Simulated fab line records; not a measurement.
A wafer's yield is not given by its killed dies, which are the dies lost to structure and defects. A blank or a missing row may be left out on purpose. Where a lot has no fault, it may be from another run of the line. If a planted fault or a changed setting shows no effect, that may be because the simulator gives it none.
Which tool was responsible? / flow sky130 / 14 lots with 42 wafers sampled at 4 steps, on a route of 708 steps

== WHAT EACH GAUGE READ, for each wafer ==
SKY_VT_ADJUST_HVTP_CD_MEAS_07: the cd target is 380 nm.
lot=L936; measured=day 6 06:38; on=cd_sem-01; cd_nm (nm)=380.9 381.1 381.7
lot=L937; measured=day 6 12:37; on=cd_sem-01; cd_nm (nm)=378.4 378.2 378.6
lot=L938; measured=day 6 20:00; on=cd_sem-01; cd_nm (nm)=380.5 380.8 380.5
lot=L939; measured=day 7 02:02; on=cd_sem-02; cd_nm (nm)=381.3 380.5 381.0
lot=L941; measured=day 7 11:27; on=cd_sem-01; cd_nm (nm)=379.2 377.3 375.5
lot=L942; measured=day 7 17:37; on=cd_sem-01; cd_nm (nm)=377.7 376.2 378.2
lot=L943; measured=day 8 05:39; on=cd_sem-02; cd_nm (nm)=378.2 377.3 378.7
lot=L944; measured=day 8 20:13; on=cd_sem-01; cd_nm (nm)=380.7 380.7 381.6
lot=L945; measured=day 9 04:55; on=cd_sem-01; cd_nm (nm)=382.4 382.5 380.1
lot=L946; measured=day 9 05:41; on=cd_sem-01; cd_nm (nm)=378.5 379.5 379.4
lot=L947; measured=day 9 12:37; on=cd_sem-02; cd_nm (nm)=380.3 382.5 382.4
lot=L949; measured=day 9 18:14; on=cd_sem-01; cd_nm (nm)=377.5 380.5 377.7
lot=L951; measured=day 10 07:25; on=cd_sem-02; cd_nm (nm)=383.8 380.3 380.3
lot=L954; measured=day 11 02:10; on=cd_sem-01; cd_nm (nm)=381.0 381.9 383.1

SKY_VT_ADJUST_PCH_TW_MEAS_10.
lot=L936; measured=day 10 17:09; on=film_metro-02; VT_ADJUST_PCH_TW=142.7 142.2 142.2
lot=L937; measured=day 11 00:13; on=film_metro-04; VT_ADJUST_PCH_TW=142.0 142.1 142.3
lot=L938; measured=day 11 07:23; on=film_metro-03; VT_ADJUST_PCH_TW=141.7 141.3 141.7
lot=L939; measured=day 11 16:24; on=film_metro-02; VT_ADJUST_PCH_TW=140.9 141.4 141.3
lot=L941; measured=day 12 02:13; on=film_metro-02; VT_ADJUST_PCH_TW=141.8 142.9 142.1
lot=L942; measured=day 12 09:01; on=film_metro-02; VT_ADJUST_PCH_TW=142.4 141.9 142.2
lot=L943; measured=day 13 02:14; on=film_metro-02; VT_ADJUST_PCH_TW=142.2 142.9 142.7
lot=L944; measured=day 13 20:13; on=film_metro-04; VT_ADJUST_PCH_TW=139.8 139.5 140.7
lot=L945; measured=day 14 05:44; on=film_metro-03; VT_ADJUST_PCH_TW=140.6 141.7 141.8
lot=L946; measured=day 14 07:31; on=film_metro-02; VT_ADJUST_PCH_TW=141.9 142.7 142.2
lot=L947; measured=day 14 13:14; on=film_metro-04; VT_ADJUST_PCH_TW=140.3 140.9 141.2
lot=L949; measured=day 14 22:27; on=film_metro-04; VT_ADJUST_PCH_TW=140.8 140.2 140.6
lot=L951; measured=day 15 13:01; on=film_metro-02; VT_ADJUST_PCH_TW=141.8 141.1 140.9
lot=L954; measured=day 16 11:25; on=film_metro-04; VT_ADJUST_PCH_TW=140.3 141.3 141.6

SKY_LDD_N_OVL_MEAS_07.
lot=L936; measured=day 17 22:29; on=overlay-02; LDD_N_OVL (nm)=1.3 2.0 2.3
lot=L937; measured=day 18 10:29; on=overlay-02; LDD_N_OVL (nm)=1.4 2.5 2.0
lot=L938; measured=day 18 17:34; on=overlay-02; LDD_N_OVL (nm)=1.8 1.7 -0.7
lot=L939; measured=day 19 05:57; on=overlay-01; LDD_N_OVL (nm)=-0.6 -0.3 -0.1
lot=L941; measured=day 20 03:29; on=overlay-01; LDD_N_OVL (nm)=0.8 -0.9 -0.3
lot=L942; measured=day 20 15:34; on=overlay-02; LDD_N_OVL (nm)=0.9 0.6 1.0
lot=L943; measured=day 21 00:53; on=overlay-01; LDD_N_OVL (nm)=2.6 2.7 1.9
lot=L944; measured=day 21 23:01; on=overlay-02; LDD_N_OVL (nm)=1.8 -0.2 -1.0
lot=L945; measured=day 22 07:13; on=overlay-01; LDD_N_OVL (nm)=2.8 0.7 0.9
lot=L946; measured=day 22 11:50; on=overlay-02; LDD_N_OVL (nm)=1.7 4.2 2.9
lot=L947; measured=day 22 19:03; on=overlay-01; LDD_N_OVL (nm)=2.8 1.8 3.8
lot=L949; measured=day 23 04:46; on=overlay-01; LDD_N_OVL (nm)=1.9 0.6 1.5

== WHAT TOOL EACH LOT RAN ON (gives the tool, then ch and the chambers of the sampled wafers, and finally the start) ==
lot=L936; SKY_GATE_OXIDE_WET_ETCH_12=wet_bench-04 ch 0, day 14 02:37
lot=L937; SKY_GATE_OXIDE_WET_ETCH_12=wet_bench-04 ch 0, day 14 09:29
lot=L938; SKY_GATE_OXIDE_WET_ETCH_12=wet_bench-01 ch 2, day 14 19:22
lot=L939; SKY_GATE_OXIDE_WET_ETCH_12=wet_bench-01 ch 1, day 15 05:37
lot=L941; SKY_GATE_OXIDE_WET_ETCH_12=wet_bench-04 ch 1, day 15 19:20
lot=L942; SKY_GATE_OXIDE_WET_ETCH_12=wet_bench-04 ch 2, day 16 00:20
lot=L943; SKY_GATE_OXIDE_WET_ETCH_12=wet_bench-02 ch 2, day 16 20:38
lot=L944; SKY_GATE_OXIDE_WET_ETCH_12=wet_bench-02 ch 3, day 17 19:20
lot=L945; SKY_GATE_OXIDE_WET_ETCH_12=wet_bench-02 ch 0, day 18 01:28
lot=L946; SKY_GATE_OXIDE_WET_ETCH_12=wet_bench-04 ch 3, day 18 06:49
lot=L947; SKY_GATE_OXIDE_WET_ETCH_12=wet_bench-04 ch 1, day 18 13:08
lot=L949; SKY_GATE_OXIDE_WET_ETCH_12=wet_bench-01 ch 3, day 19 00:49
lot=L951; SKY_GATE_OXIDE_WET_ETCH_12=wet_bench-04 ch 3, day 19 14:01
lot=L954; SKY_GATE_OXIDE_WET_ETCH_12=wet_bench-04 ch 0, day 20 16:44
- SKY_GATE_OXIDE_WET_ETCH_12: etches SiO2 in dHF, target depth 16.8 nm, time 336 s.

== WHAT THE TOOLS THEMSELVES READ (means of the sampled wafers that have a number; where no wafer has one, the mark that the record gives instead) ==
SKY_GATE_OXIDE_WET_ETCH_12.
lot=L936; tool=wet_bench-04; run_length_s (s)=368
lot=L937; tool=wet_bench-04; run_length_s (s)=361
lot=L938; tool=wet_bench-01; run_length_s (s)=363
lot=L939; tool=wet_bench-01; run_length_s (s)=363
lot=L941; tool=wet_bench-04; run_length_s (s)=362
lot=L942; tool=wet_bench-04; run_length_s (s)=369
lot=L943; tool=wet_bench-02; run_length_s (s)=361
lot=L944; tool=wet_bench-02; run_length_s (s)=369
lot=L945; tool=wet_bench-02; run_length_s (s)=369
lot=L946; tool=wet_bench-04; run_length_s (s)=362
lot=L947; tool=wet_bench-04; run_length_s (s)=362
lot=L949; tool=wet_bench-01; run_length_s (s)=360
lot=L951; tool=wet_bench-04; run_length_s (s)=131
lot=L954; tool=wet_bench-04; run_length_s (s)=131

== THE ANSWER, worked out from the rows above alone ==
Rule: the usual values come from the lots themselves. Put in order of their means at a reading, lots are off if they are a third of the lots or fewer, leave a main group of 4 or more, and stand apart from it by a gap of 3 or more times the standard deviation of the main group's means; of several such gaps the widest counts. Not used: any main group whose means are identical at the precision the tables above print for the reading. Also off: a lot with no number at a reading for which 4 or more lots have one. Any other lot the step has rows for is counted as sound. After the gauges, taken in route order, come the tools' own readings; for these a lot's mean is taken, as printed above. At the first step where some lot is off, the reading lying furthest off is the one used; lots without a number count as furthest.
Off, at SKY_GATE_OXIDE_WET_ETCH_12 on run_length_s: L951, L954. The main group has a mean of 364 s with a standard deviation of 3.4.
A tool fits if, at that step or a process step before it, it ran every lot that is off, and no sound lot after the first of them. One candidate fits, namely wet_bench-04 at SKY_GATE_OXIDE_WET_ETCH_12. A fault onset in the window from L947 (day 18 13:08, its last sound lot) to L951 (day 19 14:01, its first lot off) fits.
On the lots that are off, the tool's own readings at SKY_GATE_OXIDE_WET_ETCH_12 differ by more than 5 times the standard deviation of the sound lots' means, which bears it out; run_length_s reads 131 s there versus 364 s on the sound lots.

== WHAT THE SIMULATOR HAD PUT IN ==
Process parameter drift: wet_bench-04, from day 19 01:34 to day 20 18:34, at SKY_GATE_OXIDE_WET_ETCH_12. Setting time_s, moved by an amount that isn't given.
Shown lots that were struck: L951, L954. Same finding as the rule above.
